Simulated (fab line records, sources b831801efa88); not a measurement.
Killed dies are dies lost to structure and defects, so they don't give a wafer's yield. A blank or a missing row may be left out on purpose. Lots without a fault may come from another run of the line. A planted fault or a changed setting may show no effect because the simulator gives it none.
fab line records | flow sky130
record lots=10 wafers=30 last_day=50
route steps=708 shown VIA2@522 METAL3@534 CAPM@550 PAD_OPEN@708
lots that met no fault: from a run of the same line without faults
start_h: hours from the record's first day to the start of the lot's first wafer shown | wait_h: hours since the lot's step before | " the same as in the row above | L1.1+2: a row that stands for several wafers | - no value, or no start given | * or withheld: withheld | < > ~ a bound
route shown NAME@n: a module of which the file shows steps, and the number in the route of the first | usual: mean/standard deviation of fault-free wafers | same: alike in all rows | chamber/n: place in a boat | sites: the reading at each site | _std_site: their standard deviation | _edge_site: outer sites' mean less inner sites' | radius_mm: how far each site lies from the wafer's centre | mask NAME#n: copy n | behind: the tool/chamber that last shaped the wafer | hold: why the lot was held/for how many hours/how that ended | device: the transistor (n, p or np) that didn't switch | end of line: the same wafers' tests at the end of the route | a step without rows: its recipe alone | killed: dies lost to structure and defects at the first sort, not the wafer's yield | map: a wafer's dies, x killed, . not, _ none there
set.NAME: the setting as run; set.NAME@STEP: as run at that earlier step | model.NAME: the simulator's own value behind a step, which no gauge read
steps of the route over a sample of lots; a table a step, a row a wafer
services: from which hour (start_h, from the record's first day; less than 0 if before it) a tool's chamber was out of use, for how many hours, and why
## steps
# step SKY_VIA2_ETCH_15
# recipe target=SiO2 chemistry=C4F8/O2/Ar target_depth_nm=546 stop_on=TiN mask_material=KrF-thick source_w=1500 bias_w=1200 pressure_mtorr=40 c4f8_flow_sccm=withheld O2_flow_sccm=6 Ar_flow_sccm=300 time_s=84
# usual oes_product_au=0.939/0.0052 rf_fwd_power_W=1488/5.2
# columns lot.wafer tool chamber start_h wait_h oes_product_au rf_fwd_power_W rf_hours_counter_h
L113.1 rie_diel-03 2 839.48 0.0 0.935 1486 4
L113.4 " 3 " " 0.927 1487 13
L113.5 " 2 " " 0.932 1488 -
L115.4 rie_diel-02 0 854.69 0.0 0.944 1482 5
L115.5 " 3 " " 0.947 1479 -
L115.6 " 2 " " 0.935 1484 -
L118.1 rie_diel-04 2 887.62 0.0 0.934 1483 6
L118.2 " 1 " " 0.931 1497 13
L118.5 " 3 " " 0.944 1473 -
L119.3 rie_diel-04 0 911.99 0.0 0.937 1491 14
L119.4 " 3 " " 0.937 1480 25
L119.5 " 0 " " 0.934 1493 -
L121.2 rie_diel-03 1 912.34 0.0 0.942 1492 8
L121.3 " 2 " " 0.941 1491 7
L121.6 " 2 " " 0.936 1488 -
L120.1 rie_diel-04 1 916.44 0.0 0.937 1493 14
L120.5 " 2 " " 0.940 1486 -
L120.6 " 3 " " 0.929 1485 -
L122.2 rie_diel-04 2 918.84 0.0 0.939 1485 8
L122.4 " 0 " " 0.930 1481 15
L122.6 " 1 " " 0.946 1496 -
L123.1 rie_diel-03 2 925.25 0.0 0.936 1489 7
L123.4 " 2 " " 0.933 1495 -
L123.6 " 2 " " 0.941 1497 -
L131.2 rie_diel-03 3 983.53 0.0 0.937 1492 17
L131.4 " 2 " " 0.938 1494 9
L131.5 " 2 " " 0.942 1496 -
L134.1 rie_diel-04 1 1001.98 0.0 0.929 1492 17
L134.3 " 3 " " 0.932 1484 29
L134.6 " 2 " " 0.933 1480 -
# step SKY_VIA2_THK_MEAS_23
# recipe thk_meas_gauge=xrf reads=W_of_VIA2_CVD_21
# usual VIA2_W_THK=432/7.5
# columns lot.wafer tool chamber start_h wait_h VIA2_W_THK[nm]
L113.1 film_metro-03 - 840.46 0.1 436
L113.4 " - " " 448
L113.5 " - " " 434
L115.4 film_metro-03 - 855.85 0.1 437
L115.5 " - " " 434
L115.6 " - " " 435
L118.1 film_metro-03 - 889.02 0.1 425
L118.2 " - " " 440
L118.5 " - " " 443
L119.3 film_metro-03 - 912.98 0.1 435
L119.4 " - " " 426
L119.5 " - " " 426
L121.2 film_metro-01 - 913.66 0.1 439
L121.3 " - " " 442
L121.6 " - " " 446
L120.1 film_metro-04 - 917.40 0.1 435
L120.5 " - " " 431
L120.6 " - " " 422
L122.2 film_metro-03 - 919.83 0.1 422
L122.4 " - " " 426
L122.6 " - " " 424
L123.1 film_metro-03 - 926.29 0.1 420
L123.4 " - " " 421
L123.6 " - " " 426
L131.2 film_metro-03 - 984.51 0.1 438
L131.4 " - " " 421
L131.5 " - " " 422
L134.1 film_metro-04 - 1002.98 0.1 439
L134.3 " - " " 436
L134.6 " - " " 433
# step SKY_METAL3_SPUTTER_02
# recipe material=AlCu target_thk_nm=735 power_w=10600 time_s=39.1 chamber_pressure_pa=0.4
# usual cathode_dc_power_W=10600/2.2 throttle_valve_pct=30.0/1
# columns lot.wafer tool chamber start_h wait_h cathode_dc_power_W throttle_valve_pct
L113.1 pvd_sputter-02 - 840.86 0.0 10603 27.6
L113.4 " - " " 10601 30.0
L113.5 " - " " 10598 29.8
L115.4 pvd_sputter-04 - 856.23 0.0 10598 30.2
L115.5 " - " " 10601 29.1
L115.6 " - " " 10599 30.8
L118.1 pvd_sputter-01 - 889.43 0.0 10597 30.9
L118.2 " - " " 10599 32.4
L118.5 " - " " 10601 32.2
L119.3 pvd_sputter-02 - 913.37 0.0 10596 29.6
L119.4 " - " " 10606 29.8
L119.5 " - " " 10600 30.0
L121.2 pvd_sputter-02 - 914.18 0.0 10601 29.8
L121.3 " - " " 10600 29.9
L121.6 " - " " 10601 29.8
L120.1 pvd_sputter-01 - 917.81 0.0 10599 30.5
L120.5 " - " " 10599 32.4
L120.6 " - " " 10599 30.1
L122.2 pvd_sputter-04 - 920.23 0.0 10601 30.6
L122.4 " - " " 10602 30.3
L122.6 " - " " 10596 29.9
L123.1 pvd_sputter-01 - 926.70 0.0 10601 31.1
L123.4 " - " " 10598 30.2
L123.6 " - " " 10599 30.0
L131.2 pvd_sputter-02 - 985.49 0.0 10599 29.6
L131.4 " - " " 10602 27.8
L131.5 " - " " 10600 29.6
L134.1 pvd_sputter-01 - 1003.56 0.0 10605 29.5
L134.3 " - " " 10598 32.3
L134.6 " - " " 10600 30.0
# step SKY_CAPM_METAL_ETCH_13
# recipe target_depth_nm=220 stop_on=SiO2 chemistry=Cl2/BCl3 target=TiN pressure_mtorr=10 icp_w=900 bias_w=48.5 Cl2_flow_sccm=60 bcl3_flow_sccm=30 time_s=62.9
# usual drypump_motor_current_A=5.7/0.58 he_backside_leak_sccm=3.5/0.35 oes_product_au=0.943/0.0072 rf_fwd_power_W=893/3.3 throttle_valve_pct=21.901/0.01
# columns lot.wafer tool chamber start_h wait_h drypump_motor_current_A he_backside_leak_sccm oes_product_au rf_fwd_power_W rf_hours_counter_h throttle_valve_pct
L113.1 rie_metal-01 1 866.61 0.0 4.9 3.5 0.940 889 5 21.901
L113.4 " 1 " " 5.0 3.6 0.939 889 - 21.917
L113.5 " 0 " " 5.8 3.6 0.941 889 - 21.917
L115.4 rie_metal-01 0 881.79 0.0 5.8 3.3 0.937 889 - 21.893
L115.5 " 0 " " 5.8 3.2 0.945 893 - 21.903
L115.6 " 1 " " 5.0 3.6 0.940 889 - 21.904
L118.1 rie_metal-04 0 915.19 0.0 6.5 3.1 0.949 896 12 21.908
L118.2 " 0 " " 6.5 3.4 0.933 897 - 21.920
L118.5 " 0 " " 6.5 3.1 0.946 895 - 21.907
L119.3 rie_metal-01 0 938.39 0.0 5.8 3.2 0.943 886 - 21.902
L119.4 " 1 " " 4.9 3.5 0.944 894 - 21.895
L119.5 " 1 " " 4.9 3.6 0.949 887 - 21.887
L121.2 rie_metal-02 0 939.02 0.0 6.0 3.4 0.939 893 4 21.918
L121.3 " 1 " " 6.1 3.2 0.941 891 - 21.914
L121.6 " 1 " " 6.1 3.3 0.940 894 - 21.915
L120.1 rie_metal-01 0 942.27 0.0 5.8 3.5 0.941 892 11 21.908
L120.5 " 0 " " 5.8 3.5 0.954 890 - 21.900
L120.6 " 1 " " 4.9 3.5 0.948 897 - 21.894
L122.2 rie_metal-01 1 944.77 0.0 4.9 3.7 0.953 891 8 21.891
L122.4 " 1 " " 5.0 3.7 0.944 893 - 21.900
L122.6 " 0 " " 5.8 3.4 0.948 892 - 21.903
L123.1 rie_metal-01 1 951.76 0.0 5.0 3.5 0.950 895 9 21.894
L123.4 " 0 " " 5.8 3.4 0.948 894 - 21.917
L123.6 " 1 " " 4.9 3.6 0.949 892 - 21.888
L131.2 rie_metal-04 0 1008.52 0.0 6.6 3.1 0.946 901 17 21.888
L131.4 " 0 " " 6.6 3.0 0.938 898 - 21.895
L131.5 " 0 " " 6.6 3.1 0.938 897 - 21.890
L134.1 rie_metal-04 0 1027.16 0.0 6.5 3.2 0.947 894 18 21.907
L134.3 " 0 " " 6.5 3.0 0.944 893 - 21.890
L134.6 " 0 " " 6.5 3.1 0.945 898 - 21.914
# step SKY_METAL3_METAL_ETCH_18
# recipe target_depth_a=8450 stop_on=SiO2 over_etch_frac=0.3 time_s=183.1 chemistry=Cl2/BCl3 resist_sidewall_deg=88 pressure_mtorr=10 icp_w=900 bias_w=48.5 Cl2_flow_sccm=60 bcl3_flow_sccm=30
# usual drypump_motor_current_A=5.9/0.55 he_backside_leak_sccm=3.41/0.2 oes_product_au=0.863/0.0059 rf_fwd_power_W=897.6/2.5 throttle_valve_pct=22.263/0.0095
# columns lot.wafer tool chamber start_h wait_h drypump_motor_current_A he_backside_leak_sccm oes_product_au rf_fwd_power_W rf_hours_counter_h throttle_valve_pct
L113.1 rie_metal-02 0 893.19 0.0 6.1 3.47 0.858 898.6 2 22.254
L113.4 " 0 " " 6.0 3.56 0.864 894.4 - 22.267
L113.5 " 0 " " 6.0 3.61 0.858 897.6 - 22.264
L115.4 rie_metal-04 0 908.89 0.1 6.6 3.14 0.866 899.4 - 22.251
L115.5 " 0 " " 6.6 3.02 0.862 894.4 - 22.244
L115.6 " 1 " " 4.9 3.41 0.864 893.5 - 22.267
L118.1 rie_metal-02 1 940.42 0.0 6.1 3.40 0.863 900.1 14 22.250
L118.2 " 0 " " 6.1 3.38 0.874 899.6 4 22.288
L118.5 " 0 " " 6.1 3.33 0.869 902.0 - 22.268
L119.3 rie_metal-02 1 963.67 0.1 6.1 3.33 0.862 895.6 - 22.248
L119.4 " 0 " " 6.0 3.47 0.854 896.2 - 22.248
L119.5 " 1 " " 6.1 3.37 0.857 894.9 - 22.256
L121.2 rie_metal-03 0 963.89 0.0 5.9 3.62 0.873 898.6 8 22.247
L121.3 " 0 " " 5.9 3.62 0.868 894.6 - 22.282
L121.6 " 0 " " 5.9 3.73 0.864 895.7 - 22.273
L120.1 rie_metal-04 1 967.34 0.0 4.9 3.55 0.854 896.1 18 22.257
L120.5 " 0 " " 6.5 3.40 0.872 898.3 - 22.252
L120.6 " 1 " " 4.9 3.54 0.856 896.7 - 22.248
L122.2 rie_metal-04 0 969.59 0.0 6.6 3.02 0.859 899.1 14 22.258
L122.4 " 0 " " 6.6 3.05 0.864 894.7 - 22.267
L122.6 " 0 " " 6.6 3.04 0.871 899.0 - 22.257
L123.1 rie_metal-04 1 976.56 0.0 4.9 3.31 0.866 895.7 19 22.265
L123.4 " 1 " " 4.9 3.38 0.860 894.6 - 22.256
L123.6 " 1 " " 4.8 3.61 0.856 895.8 - 22.258
L131.2 rie_metal-03 0 1031.94 0.0 5.9 3.39 0.868 903.4 12 22.250
L131.4 " 1 " " 5.4 3.61 0.917 900.4 - 22.261
L131.5 " 0 " " 5.9 3.50 0.872 900.1 - 22.255
L134.1 rie_metal-04 0 1050.25 0.0 6.5 3.24 0.863 896.7 20 22.253
L134.3 " 0 " " 6.5 3.11 0.866 898.3 - 22.269
L134.6 " 0 " " 6.5 3.01 0.861 897.6 - 22.266
# step SKY_PAD_OPEN_PROBE_99
# usual defect_limited_yield=82.0/1.9 killed_at_M0_to_M3=45/6.9 killed_at_M4_up=3.0/1.7 killed_at_contacts=25/5.6 killed_at_front_end=15/4.2 killed_at_other=0.3/0.55 killed_dies=89/9.6 killed_on_rim=18/4 killed_open=49/7.2 killed_short=39/6.5 sort_bin_3_pad_short=0.9/0.44 sort_bin_5_function=10.7/1.4 sort_bin_6_memory=6.4/1.3 sort_n_pass=403/9.6 sort_yield_pct=82.0/1.9
# same gross_dies=492 killed_at_back_side=0 sort_bin_4_leakage[%]=0 sort_bin_8_speed[%]=0
# columns lot.wafer tool chamber start_h wait_h defect_limited_yield[%] killed_at_M0_to_M3 killed_at_M4_up killed_at_contacts killed_at_front_end killed_at_other killed_dies killed_on_rim killed_open killed_short sort_bin_3_pad_short[%] sort_bin_5_function[%] sort_bin_6_memory[%] sort_n_pass sort_yield_pct[%]
L122.2 prober-02 - 1131.70 0.1 86.4 35 3 20 9 0 67 14 33 34 0.4 7.3 5.9 425 86.4
L122.4 prober-02 - 1131.80 0.2 84.8 40 1 22 12 0 75 14 44 31 0.6 9.6 5.1 417 84.8
L122.6 prober-02 - 1131.90 0.2 83.5 39 5 23 14 0 81 11 41 40 1.0 9.3 6.1 411 83.5
L123.1 prober-01 - 1138.06 0.1 82.7 52 2 15 16 0 85 21 51 30 0.8 10.4 6.1 407 82.7
L123.4 prober-01 - 1138.21 0.2 81.1 43 5 30 15 0 93 24 48 45 0.8 11.0 7.1 399 81.1
L123.6 prober-01 - 1138.31 0.2 81.9 42 3 27 17 0 89 18 50 39 1.6 9.6 6.9 403 81.9
L131.2 prober-01 - 1178.53 0.1 80.7 49 8 24 14 0 95 22 53 42 0.8 12.8 5.7 397 80.7
L131.4 prober-01 - 1178.63 0.2 82.3 35 2 28 21 1 87 19 43 44 1.6 11.2 4.9 405 82.3
L131.5 prober-01 - 1178.68 0.2 84.3 43 2 24 7 1 77 9 50 27 0.4 9.8 5.5 415 84.3
# killed by level:class
L122.2 VIA1:geometric_particle:open=8 METAL2:geometric_particle:short=7 VIA3:geometric_particle:open=7 LI_CONTACT:geometric_particle:open=5 CONTACT:geometric_particle:open=5 CONTACT:geometric_particle:short=5 METAL3:geometric_particle:short=4 LI_CONTACT:geometric_particle:short=3
L122.4 VIA1:geometric_particle:open=12 CONTACT:geometric_particle:open=8 VIA1:geometric_particle:short=7 LI_CONTACT:geometric_particle:open=7 LOCAL_INTERCONNECT:geometric_particle:short=5 FIELD_ISO:geometric_particle:short=4 METAL2:geometric_particle:short=4 FIELD_ISO:geometric_particle:open=3
L122.6 VIA1:geometric_particle:open=10 LI_CONTACT:geometric_particle:open=8 VIA3:geometric_particle:open=7 POLY_GATE:geometric_particle:short=6 METAL2:geometric_particle:short=6 LI_CONTACT:geometric_particle:short=5 LOCAL_INTERCONNECT:geometric_particle:short=4 CONTACT:geometric_particle:open=4
L123.1 VIA2:geometric_particle:open=13 VIA1:geometric_particle:open=11 FIELD_ISO:geometric_particle:open=6 CONTACT:geometric_particle:open=6 LI_CONTACT:geometric_particle:open=5 VIA1:geometric_particle:short=5 VIA3:geometric_particle:open=5 METAL3:geometric_particle:short=4
L123.4 VIA1:geometric_particle:open=13 CONTACT:geometric_particle:open=11 LI_CONTACT:geometric_particle:open=7 LOCAL_INTERCONNECT:geometric_particle:short=7 METAL1:geometric_particle:short=6 METAL2:geometric_particle:short=6 VIA2:geometric_particle:open=5 FIELD_ISO:geometric_particle:short=4
L123.6 CONTACT:geometric_particle:open=10 FIELD_ISO:geometric_particle:open=8 LOCAL_INTERCONNECT:geometric_particle:short=8 VIA1:geometric_particle:open=8 VIA2:geometric_particle:open=7 METAL1:geometric_particle:short=5 METAL2:geometric_particle:short=5 VIA3:geometric_particle:open=5
L131.2 VIA1:geometric_particle:open=15 CONTACT:geometric_particle:open=8 VIA2:geometric_particle:open=8 LI_CONTACT:geometric_particle:open=7 VIA1:geometric_particle:short=6 METAL4:geometric_particle:short=6 LI_CONTACT:geometric_particle:short=5 METAL2:geometric_particle:short=5
L131.4 CONTACT:geometric_particle:open=13 FIELD_ISO:geometric_particle:short=6 VIA2:geometric_particle:short=6 METAL1:geometric_particle:short=5 VIA1:geometric_particle:open=5 VIA3:geometric_particle:open=5 LI_CONTACT:geometric_particle:short=4 LI_CONTACT:geometric_particle:open=4
L131.5 VIA1:geometric_particle:open=16 LI_CONTACT:geometric_particle:open=9 CONTACT:geometric_particle:open=8 VIA2:geometric_particle:short=5 POLY_GATE:geometric_particle:open=4 METAL2:geometric_particle:short=4 VIA2:geometric_particle:open=4 LOCAL_INTERCONNECT:geometric_particle:short=3
## services
# columns tool chamber start_h hours kind
rie_metal-04 1 839.87 13.1 repair
rie_diel-04 1 854.48 2.7 repair
rie_metal-03 - 855.99 0.7 repair
rie_diel-03 0 868.36 14.9 repair
rie_diel-02 1 868.47 9.3 repair
pvd_sputter-01 - 876.53 3.0 repair
rie_diel-04 0 879.64 1.5 repair
rie_diel-03 - 887.92 0.9 repair
rie_metal-02 1 889.01 14.1 repair
rie_diel-04 0 913.14 2.5 repair
pvd_sputter-04 - 913.38 1.6 repair
rie_metal-04 1 914.32 2.2 repair
rie_diel-03 0 924.36 2.7 repair
rie_diel-03 3 925.08 7.8 repair
rie_diel-03 2 926.69 11.7 repair
pvd_sputter-01 - 929.35 4.1 repair
rie_metal-04 0 939.56 8.2 repair
pvd_sputter-02 - 965.01 2.7 repair
rie_diel-04 2 971.29 7.3 repair
pvd_sputter-04 - 1010.48 1.7 repair
pvd_sputter-01 - 1016.94 1.3 repair
rie_metal-04 1 1040.90 - clean
rie_metal-02 0 1041.33 1.7 repair
pvd_sputter-02 - 1042.02 13.8 repair
## key
first_sign step=SKY_METAL3_METAL_ETCH_18 reading=oes_product_au direction=up sigmas=9.2 usual=0.863 struck=0.917
effect none on later readings
met_at SKY_METAL3_SPUTTER_02
struck_lots L131
struck_wafers L131.4
not_acting_at SKY_VIA2_ETCH_15,SKY_VIA2_THK_MEAS_23,SKY_CAPM_METAL_ETCH_13
onset_between 914.18 985.49
fault kind=process_parameter_drift tool=pvd_sputter-02 chamber=- onset_h=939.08 steps=SKY_METAL3_SPUTTER_02 channel=time_s offset=* shape=step end_h=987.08 scope=struck_wafers_only acts_in=* stated=*
